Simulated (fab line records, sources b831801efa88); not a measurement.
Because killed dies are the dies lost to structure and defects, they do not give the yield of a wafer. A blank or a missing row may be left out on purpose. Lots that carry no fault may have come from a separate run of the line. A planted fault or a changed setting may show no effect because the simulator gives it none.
The tool behind it: which one? || flow sfq line || 14 lots with 42 wafers sampled at 3 steps, on a route of 325 steps

== WHAT EACH GAUGE READ, for each wafer ==
No reading from a measuring or inspecting step in the record can be judged against a usual standard deviation.

== WHICH TOOL RAN EACH LOT (tool, then ch and the chambers of the sampled wafers, then the start) ==
{"lot": "L743", "SFQ_TRILAYER_I0_CMP_CMP_028": "cmp-02 ch 0,1,2, day 14 02:52", "SFQ_TRILAYER_I0_METRO_MEASURE_029": "film metro-02, day 14 05:59", "SFQ_TRILAYER_I0_VIA_ETCH_VIA_ETCH_034": "rie diel-01 ch 0,1, day 20 01:44"}
{"lot": "L744", "SFQ_TRILAYER_I0_CMP_CMP_028": "cmp-01 ch 1,2,3, day 14 08:40", "SFQ_TRILAYER_I0_METRO_MEASURE_029": "film metro-03, day 14 10:47", "SFQ_TRILAYER_I0_VIA_ETCH_VIA_ETCH_034": "rie diel-01 ch 0,1,2, day 20 08:56"}
{"lot": "L745", "SFQ_TRILAYER_I0_CMP_CMP_028": "cmp-02 ch 0,1, day 14 14:48", "SFQ_TRILAYER_I0_METRO_MEASURE_029": "film metro-03, day 14 17:25", "SFQ_TRILAYER_I0_VIA_ETCH_VIA_ETCH_034": "rie diel-01 ch 1,2, day 20 17:20"}
{"lot": "L746", "SFQ_TRILAYER_I0_CMP_CMP_028": "cmp-02 ch 0,2,3, day 15 00:18", "SFQ_TRILAYER_I0_METRO_MEASURE_029": "film metro-02, day 15 02:37", "SFQ_TRILAYER_I0_VIA_ETCH_VIA_ETCH_034": "rie diel-04 ch 0,3, day 21 02:56"}
{"lot": "L747", "SFQ_TRILAYER_I0_CMP_CMP_028": "cmp-01 ch 0,3, day 15 07:50", "SFQ_TRILAYER_I0_METRO_MEASURE_029": "film metro-04, day 15 11:22", "SFQ_TRILAYER_I0_VIA_ETCH_VIA_ETCH_034": "rie diel-01 ch 0,1,3, day 21 10:16"}
{"lot": "L748", "SFQ_TRILAYER_I0_CMP_CMP_028": "cmp-01 ch 0,2,3, day 15 15:24", "SFQ_TRILAYER_I0_METRO_MEASURE_029": "film metro-04, day 15 18:01", "SFQ_TRILAYER_I0_VIA_ETCH_VIA_ETCH_034": "rie diel-04 ch 0,1,3, day 21 23:28"}
{"lot": "L749", "SFQ_TRILAYER_I0_CMP_CMP_028": "cmp-01 ch 1,2, day 15 20:07", "SFQ_TRILAYER_I0_METRO_MEASURE_029": "film metro-04, day 15 23:14", "SFQ_TRILAYER_I0_VIA_ETCH_VIA_ETCH_034": "rie diel-03 ch 2,3, day 22 05:28"}
{"lot": "L750", "SFQ_TRILAYER_I0_CMP_CMP_028": "cmp-02 ch 1,2,3, day 16 15:35", "SFQ_TRILAYER_I0_METRO_MEASURE_029": "film metro-02, day 16 19:06", "SFQ_TRILAYER_I0_VIA_ETCH_VIA_ETCH_034": "rie diel-01 ch 0,2, day 23 01:52"}
{"lot": "L751", "SFQ_TRILAYER_I0_CMP_CMP_028": "cmp-02 ch 1,3, day 17 05:23", "SFQ_TRILAYER_I0_METRO_MEASURE_029": "film metro-03, day 17 08:54", "SFQ_TRILAYER_I0_VIA_ETCH_VIA_ETCH_034": "rie diel-03 ch 0,2,3, day 23 13:41"}
{"lot": "L752", "SFQ_TRILAYER_I0_CMP_CMP_028": "cmp-02 ch 0,1,3, day 17 08:32", "SFQ_TRILAYER_I0_METRO_MEASURE_029": "film metro-02, day 17 11:39", "SFQ_TRILAYER_I0_VIA_ETCH_VIA_ETCH_034": "rie diel-01 ch 0,1,3, day 23 23:23"}
{"lot": "L755", "SFQ_TRILAYER_I0_CMP_CMP_028": "cmp-02 ch 0,2,3, day 18 16:07", "SFQ_TRILAYER_I0_METRO_MEASURE_029": "film metro-04, day 18 19:14", "SFQ_TRILAYER_I0_VIA_ETCH_VIA_ETCH_034": "rie diel-03 ch 0,2,3, day 25 09:34"}
{"lot": "L756", "SFQ_TRILAYER_I0_CMP_CMP_028": "cmp-02 ch 0,1, day 19 01:07", "SFQ_TRILAYER_I0_METRO_MEASURE_029": "film metro-04, day 19 04:38", "SFQ_TRILAYER_I0_VIA_ETCH_VIA_ETCH_034": "rie diel-04 ch 0,2, day 25 19:10"}
{"lot": "L757", "SFQ_TRILAYER_I0_CMP_CMP_028": "cmp-02 ch 0,1,2, day 20 13:37", "SFQ_TRILAYER_I0_METRO_MEASURE_029": "film metro-02, day 20 16:14", "SFQ_TRILAYER_I0_VIA_ETCH_VIA_ETCH_034": "rie diel-04 ch 0,1,3, day 27 02:17"}
{"lot": "L758", "SFQ_TRILAYER_I0_CMP_CMP_028": "cmp-02 ch 0,2,3, day 20 19:07", "SFQ_TRILAYER_I0_METRO_MEASURE_029": "film metro-03, day 20 22:26", "SFQ_TRILAYER_I0_VIA_ETCH_VIA_ETCH_034": "rie diel-01 ch 0,2,3, day 27 11:53"}
- SFQ_TRILAYER_I0_CMP_CMP_028: polishes SiO2.
- SFQ_TRILAYER_I0_METRO_MEASURE_029
- SFQ_TRILAYER_I0_VIA_ETCH_VIA_ETCH_034: etches SiO2 in CHF3, stops on Nb, target depth 260 nm.

== WHAT THE TOOLS THEMSELVES READ (means of the sampled wafers that have a number; where no wafer has one, the mark that the record gives instead) ==
SFQ_TRILAYER_I0_CMP_CMP_028. Usual: edge zone pressure frac 1.000, standard deviation 0.0053; motor current A 10.4 A, standard deviation 1.1; time to endpoint s 216 s, standard deviation 6.8.
{"lot": "L743", "tool": "cmp-02", "edge zone pressure frac": 1.004, "motor current A (A)": 9.7, "time to endpoint s (s)": 222, "flag": ""}
{"lot": "L744", "tool": "cmp-01", "edge zone pressure frac": 1.003, "motor current A (A)": 10.5, "time to endpoint s (s)": 210, "flag": ""}
{"lot": "L745", "tool": "cmp-02", "edge zone pressure frac": 0.997, "motor current A (A)": 10.1, "time to endpoint s (s)": 224, "flag": ""}
{"lot": "L746", "tool": "cmp-02", "edge zone pressure frac": 0.997, "motor current A (A)": 10.2, "time to endpoint s (s)": 224, "flag": ""}
{"lot": "L747", "tool": "cmp-01", "edge zone pressure frac": 1.001, "motor current A (A)": 9.8, "time to endpoint s (s)": 221, "flag": ""}
{"lot": "L748", "tool": "cmp-01", "edge zone pressure frac": 1.001, "motor current A (A)": 10.2, "time to endpoint s (s)": 216, "flag": ""}
{"lot": "L749", "tool": "cmp-01", "edge zone pressure frac": 1.000, "motor current A (A)": 11.5, "time to endpoint s (s)": 219, "flag": ""}
{"lot": "L750", "tool": "cmp-02", "edge zone pressure frac": 1.001, "motor current A (A)": 10.9, "time to endpoint s (s)": 224, "flag": ""}
{"lot": "L751", "tool": "cmp-02", "edge zone pressure frac": 1.001, "motor current A (A)": 11.2, "time to endpoint s (s)": 213, "flag": ""}
{"lot": "L752", "tool": "cmp-02", "edge zone pressure frac": 1.001, "motor current A (A)": 10.6, "time to endpoint s (s)": 213, "flag": ""}
{"lot": "L755", "tool": "cmp-02", "edge zone pressure frac": 1.000, "motor current A (A)": 10.2, "time to endpoint s (s)": 216, "flag": ""}
{"lot": "L756", "tool": "cmp-02", "edge zone pressure frac": 1.001, "motor current A (A)": 9.8, "time to endpoint s (s)": 222, "flag": ""}
{"lot": "L757", "tool": "cmp-02", "edge zone pressure frac": 0.993, "motor current A (A)": 9.9, "time to endpoint s (s)": 234, "flag": ""}
{"lot": "L758", "tool": "cmp-02", "edge zone pressure frac": 1.003, "motor current A (A)": 10.7, "time to endpoint s (s)": 226, "flag": ""}

SFQ_TRILAYER_I0_METRO_MEASURE_029. Usual: thk nm 200.2 nm, standard deviation 1.
{"lot": "L743", "tool": "film metro-02", "thk nm (nm)": 201.1, "flag": ""}
{"lot": "L744", "tool": "film metro-03", "thk nm (nm)": 201.2, "flag": ""}
{"lot": "L745", "tool": "film metro-03", "thk nm (nm)": 202.2, "flag": ""}
{"lot": "L746", "tool": "film metro-02", "thk nm (nm)": 200.7, "flag": ""}
{"lot": "L747", "tool": "film metro-04", "thk nm (nm)": 199.4, "flag": ""}
{"lot": "L748", "tool": "film metro-04", "thk nm (nm)": 199.7, "flag": ""}
{"lot": "L749", "tool": "film metro-04", "thk nm (nm)": 200.4, "flag": ""}
{"lot": "L750", "tool": "film metro-02", "thk nm (nm)": 200.3, "flag": ""}
{"lot": "L751", "tool": "film metro-03", "thk nm (nm)": 199.6, "flag": ""}
{"lot": "L752", "tool": "film metro-02", "thk nm (nm)": 201.2, "flag": ""}
{"lot": "L755", "tool": "film metro-04", "thk nm (nm)": 199.0, "flag": ""}
{"lot": "L756", "tool": "film metro-04", "thk nm (nm)": 199.9, "flag": ""}
{"lot": "L757", "tool": "film metro-02", "thk nm (nm)": 184.0, "flag": "OFF"}
{"lot": "L758", "tool": "film metro-03", "thk nm (nm)": 183.3, "flag": "OFF"}

SFQ_TRILAYER_I0_VIA_ETCH_VIA_ETCH_034. Usual: drypump motor current A 5.8 A, standard deviation 0.57; oes product au 0.855 a.u., standard deviation 0.006.
{"lot": "L743", "tool": "rie diel-01", "drypump motor current A (A)": 6.3, "oes product au (a.u.)": 0.859, "flag": ""}
{"lot": "L744", "tool": "rie diel-01", "drypump motor current A (A)": 6.0, "oes product au (a.u.)": 0.858, "flag": ""}
{"lot": "L745", "tool": "rie diel-01", "drypump motor current A (A)": 6.1, "oes product au (a.u.)": 0.860, "flag": ""}
{"lot": "L746", "tool": "rie diel-04", "drypump motor current A (A)": 5.0, "oes product au (a.u.)": 0.857, "flag": ""}
{"lot": "L747", "tool": "rie diel-01", "drypump motor current A (A)": 6.1, "oes product au (a.u.)": 0.857, "flag": ""}
{"lot": "L748", "tool": "rie diel-04", "drypump motor current A (A)": 5.2, "oes product au (a.u.)": 0.858, "flag": ""}
{"lot": "L749", "tool": "rie diel-03", "drypump motor current A (A)": 5.9, "oes product au (a.u.)": 0.855, "flag": ""}
{"lot": "L750", "tool": "rie diel-01", "drypump motor current A (A)": 5.8, "oes product au (a.u.)": 0.859, "flag": ""}
{"lot": "L751", "tool": "rie diel-03", "drypump motor current A (A)": 5.6, "oes product au (a.u.)": 0.857, "flag": ""}
{"lot": "L752", "tool": "rie diel-01", "drypump motor current A (A)": 6.1, "oes product au (a.u.)": 0.859, "flag": ""}
{"lot": "L755", "tool": "rie diel-03", "drypump motor current A (A)": 5.6, "oes product au (a.u.)": 0.850, "flag": ""}
{"lot": "L756", "tool": "rie diel-04", "drypump motor current A (A)": 5.9, "oes product au (a.u.)": 0.859, "flag": ""}
{"lot": "L757", "tool": "rie diel-04", "drypump motor current A (A)": 5.2, "oes product au (a.u.)": 0.817, "flag": "OFF"}
{"lot": "L758", "tool": "rie diel-01", "drypump motor current A (A)": 5.9, "oes product au (a.u.)": 0.816, "flag": "OFF"}

== THE ANSWER, worked out from the rows above alone ==
Rule: a lot is off if the mean of its wafers that have a number lies more than 3 standard deviations from the usual mean. Also off: a lot with no number at a reading for which 4 or more lots have one. The other lots that the step has rows for count as sound. First the gauges in route order, then the tools' own readings, where a lot's mean is used as printed above. The first step at which some lot is off is used, and at that step the reading that is off furthest; a lot without a number counts as furthest.
Off: L757, L758, at SFQ_TRILAYER_I0_METRO_MEASURE_029 (thk nm).
If a tool, at that step or one of the process steps before it, ran each lot that is off and ran no sound lot following the first of them, it fits. One fits: SFQ_TRILAYER_I0_CMP_CMP_028 on cmp-02. Its last sound lot is L756 (day 19 01:07), its first lot that is off L757 (day 20 13:37): a fault that began between those two fits.

== WHAT WAS PUT IN BY THE SIMULATOR ==
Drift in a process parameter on cmp-02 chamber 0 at SFQ_TRILAYER_I0_CMP_CMP_028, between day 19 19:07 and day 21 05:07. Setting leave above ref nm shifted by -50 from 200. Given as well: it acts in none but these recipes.
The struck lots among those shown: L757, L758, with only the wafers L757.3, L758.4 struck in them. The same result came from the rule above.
